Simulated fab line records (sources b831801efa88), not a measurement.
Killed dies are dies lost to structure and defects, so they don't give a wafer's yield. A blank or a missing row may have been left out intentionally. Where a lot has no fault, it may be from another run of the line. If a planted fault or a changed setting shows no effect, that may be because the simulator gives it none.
Which tool did it? + flow gf180mcu + 12 lots, 36 wafers sampled, at 5 steps of a route of 602

## WHAT EACH GAUGE READ, for each wafer
GF_V3_THK_MEAS_01. Usual: V3_CVD_00_THK gives 602 nm (standard deviation 5.7).
| lot  | measured     | on            | V3_CVD_00_THK (nm) | flag |
|------|--------------|---------------|--------------------|------|
| L678 | day 23 03:08 | film_metro-02 | 598 612 611        |      |
| L679 | day 24 02:34 | film_metro-02 | 606 610 603        |      |
| L683 | day 24 20:47 | film_metro-02 | 606 907 605        | OFF  |
| L684 | day 25 01:12 | film_metro-04 | 592 898 601        | OFF  |
| L685 | day 26 02:19 | film_metro-02 | 608 606 911        | OFF  |
| L690 | day 27 04:43 | film_metro-02 | 604 603 600        |      |
| L691 | day 27 21:14 | film_metro-04 | 601 595 598        |      |
| L692 | day 27 22:43 | film_metro-03 | 609 606 597        |      |
| L693 | day 28 01:26 | film_metro-04 | 590 605 598        |      |
| L694 | day 28 06:12 | film_metro-04 | 605 600 605        |      |
| L696 | day 28 22:43 | film_metro-02 | 600 592 594        |      |
| L698 | day 29 18:53 | film_metro-04 | 610 597 604        |      |

## WHICH TOOL RAN EACH LOT (tool, then ch and the chambers of the sampled wafers, then the start)
| lot  | GF_V2_ETCH_16                      | GF_M3_SPUTTER_00             | GF_M3_SPUTTER_04             | GF_V3_CVD_00                     |
|------|------------------------------------|------------------------------|------------------------------|----------------------------------|
| L678 | rie_diel-01 ch 1,3, day 22 00:41   | pvd_sputter-01, day 22 02:02 | pvd_sputter-01, day 22 02:13 | hdpcvd-01 ch 1,2, day 23 03:04   |
| L679 | rie_diel-02 ch 0,2,3, day 22 12:20 | pvd_sputter-02, day 22 13:44 | pvd_sputter-02, day 22 13:55 | hdpcvd-01 ch 0,1,2, day 24 02:26 |
| L683 | rie_diel-02 ch 0,2, day 23 19:39   | pvd_sputter-01, day 23 21:15 | pvd_sputter-01, day 23 21:26 | hdpcvd-01 ch 0,1,2, day 24 20:43 |
| L684 | rie_diel-02 ch 0,1, day 24 01:34   | pvd_sputter-04, day 24 02:55 | pvd_sputter-04, day 24 03:05 | hdpcvd-01 ch 0,1,2, day 25 01:07 |
| L685 | rie_diel-03 ch 1,2,3, day 25 01:47 | pvd_sputter-01, day 25 03:55 | pvd_sputter-01, day 25 04:06 | hdpcvd-01 ch 0,1,2, day 26 02:14 |
| L690 | rie_diel-02 ch 0,1,3, day 26 04:51 | pvd_sputter-02, day 26 06:14 | pvd_sputter-02, day 26 06:25 | hdpcvd-02 ch 1,2, day 27 04:38   |
| L691 | rie_diel-02 ch 1,2,3, day 26 22:29 | pvd_sputter-02, day 26 23:50 | pvd_sputter-02, day 27 00:01 | hdpcvd-02 ch 0,1, day 27 21:08   |
| L692 | rie_diel-02 ch 1,2, day 26 23:11   | pvd_sputter-02, day 27 00:37 | pvd_sputter-02, day 27 00:48 | hdpcvd-02 ch 0,1,2, day 27 22:38 |
| L693 | rie_diel-02 ch 0,2,3, day 27 01:50 | pvd_sputter-02, day 27 03:13 | pvd_sputter-02, day 27 03:24 | hdpcvd-02 ch 0,1, day 28 01:21   |
| L694 | rie_diel-02 ch 0,1,3, day 27 07:19 | pvd_sputter-01, day 27 08:40 | pvd_sputter-01, day 27 08:50 | hdpcvd-02 ch 1,2, day 28 06:07   |
| L696 | rie_diel-03 ch 0,1, day 28 00:11   | pvd_sputter-04, day 28 01:53 | pvd_sputter-04, day 28 02:04 | hdpcvd-02 ch 0,2, day 28 22:38   |
| L698 | rie_diel-03 ch 0,2,3, day 28 20:37 | pvd_sputter-02, day 28 21:58 | pvd_sputter-02, day 28 22:09 | hdpcvd-01 ch 0,1,2, day 29 18:48 |
- GF_V2_ETCH_16: etches BARC in N2/H2.
- GF_M3_SPUTTER_00: material Ti, target thk 37.5 nm, time 150 s.
- GF_M3_SPUTTER_04: material TiN, target thk 50 nm, time 41.7 s.
- GF_V3_CVD_00: deposits SiO2, target thk 600 nm, time 100 s.

## AS READ BY THE TOOLS THEMSELVES (means over the sampled wafers that have a number; for cases with no such wafer, the mark the record gives instead)
GF_V2_ETCH_16. Usual: drypump_motor_current_A 5.7 A, standard deviation 0.44; oes_product_au 0.855 a.u., standard deviation 0.0049; throttle_valve_pct 13.226 %, standard deviation 0.009.
| lot  | tool        | drypump_motor_current_A (A) | oes_product_au (a.u.) | throttle_valve_pct (%) | flag |
|------|-------------|-----------------------------|-----------------------|------------------------|------|
| L678 | rie_diel-01 | 5.9                         | 0.854                 | 13.228                 |      |
| L679 | rie_diel-02 | 5.7                         | 0.855                 | 13.225                 |      |
| L683 | rie_diel-02 | 6.0                         | 0.849                 | 13.229                 |      |
| L684 | rie_diel-02 | 5.3                         | 0.854                 | 13.222                 |      |
| L685 | rie_diel-03 | 6.1                         | 0.852                 | 13.230                 |      |
| L690 | rie_diel-02 | 5.5                         | 0.856                 | 13.228                 |      |
| L691 | rie_diel-02 | 5.2                         | 0.854                 | 13.220                 |      |
| L692 | rie_diel-02 | 5.1                         | 0.855                 | 13.226                 |      |
| L693 | rie_diel-02 | 5.7                         | 0.854                 | 13.226                 |      |
| L694 | rie_diel-02 | 5.5                         | 0.854                 | 13.224                 |      |
| L696 | rie_diel-03 | 5.5                         | 0.852                 | 13.221                 |      |
| L698 | rie_diel-03 | 5.9                         | 0.857                 | 13.231                 |      |

GF_M3_SPUTTER_00. Usual: throttle_valve_pct reads 29.8 % (standard deviation 1.4).
| lot  | tool           | throttle_valve_pct (%) | flag |
|------|----------------|------------------------|------|
| L678 | pvd_sputter-01 | 29.6                   |      |
| L679 | pvd_sputter-02 | 30.3                   |      |
| L683 | pvd_sputter-01 | 27.9                   |      |
| L684 | pvd_sputter-04 | 30.6                   |      |
| L685 | pvd_sputter-01 | 28.8                   |      |
| L690 | pvd_sputter-02 | 29.2                   |      |
| L691 | pvd_sputter-02 | 29.7                   |      |
| L692 | pvd_sputter-02 | 29.8                   |      |
| L693 | pvd_sputter-02 | 29.0                   |      |
| L694 | pvd_sputter-01 | 29.9                   |      |
| L696 | pvd_sputter-04 | 30.7                   |      |
| L698 | pvd_sputter-02 | 29.7                   |      |

GF_M3_SPUTTER_04. Usual: throttle_valve_pct reads 29.8 % (standard deviation 1.4).
| lot  | tool           | throttle_valve_pct (%) | flag |
|------|----------------|------------------------|------|
| L678 | pvd_sputter-01 | 29.6                   |      |
| L679 | pvd_sputter-02 | 30.4                   |      |
| L683 | pvd_sputter-01 | 27.9                   |      |
| L684 | pvd_sputter-04 | 30.7                   |      |
| L685 | pvd_sputter-01 | 28.7                   |      |
| L690 | pvd_sputter-02 | 29.3                   |      |
| L691 | pvd_sputter-02 | 29.9                   |      |
| L692 | pvd_sputter-02 | 30.0                   |      |
| L693 | pvd_sputter-02 | 29.0                   |      |
| L694 | pvd_sputter-01 | 29.8                   |      |
| L696 | pvd_sputter-04 | 30.6                   |      |
| L698 | pvd_sputter-02 | 29.7                   |      |

GF_V3_CVD_00. Usual: pressure_mtorr 6.001 mTorr, standard deviation 0.012; sih4_flow_sccm 59.99 sccm, standard deviation 0.18.
| lot  | tool      | pressure_mtorr (mTorr) | sih4_flow_sccm (sccm) | flag |
|------|-----------|------------------------|-----------------------|------|
| L678 | hdpcvd-01 | 6.019                  | 60.17                 |      |
| L679 | hdpcvd-01 | 6.004                  | 60.00                 |      |
| L683 | hdpcvd-01 | 5.994                  | 69.93                 | OFF  |
| L684 | hdpcvd-01 | 5.994                  | 69.96                 | OFF  |
| L685 | hdpcvd-01 | 6.009                  | 69.97                 | OFF  |
| L690 | hdpcvd-02 | 5.989                  | 60.15                 |      |
| L691 | hdpcvd-02 | 6.021                  | 59.98                 |      |
| L692 | hdpcvd-02 | 6.004                  | 59.91                 |      |
| L693 | hdpcvd-02 | 6.001                  | 60.04                 |      |
| L694 | hdpcvd-02 | 5.998                  | 60.11                 |      |
| L696 | hdpcvd-02 | 6.000                  | 59.95                 |      |
| L698 | hdpcvd-01 | 5.996                  | 59.96                 |      |

## THE ANSWER, worked out from the rows above alone
Rule: lot off if the mean of its wafers having a number is beyond 3 standard deviations from the usual mean. Also off: a lot with no number at a reading for which 4 or more lots have one. The other lots that the step has rows for count as sound. Order of review: gauges by route order, followed by the tools' own readings, for which a lot's mean as printed above is used. At the first step where some lot is off, the reading lying furthest off is the one used; lots without a number count as furthest.
Off: L683, L684, L685, seen at GF_V3_THK_MEAS_01 (V3_CVD_00_THK).
If a tool, at a process step before that reading, ran all the lots that are off and no sound lot after the first of them, it fits. Not tried: the gauges at GF_V3_THK_MEAS_01; whatever is off there is also off at GF_V3_CVD_00, on other tools, and gauge error can't account for it. No candidate that was tried fits.

## WHAT THE SIMULATOR PUT IN
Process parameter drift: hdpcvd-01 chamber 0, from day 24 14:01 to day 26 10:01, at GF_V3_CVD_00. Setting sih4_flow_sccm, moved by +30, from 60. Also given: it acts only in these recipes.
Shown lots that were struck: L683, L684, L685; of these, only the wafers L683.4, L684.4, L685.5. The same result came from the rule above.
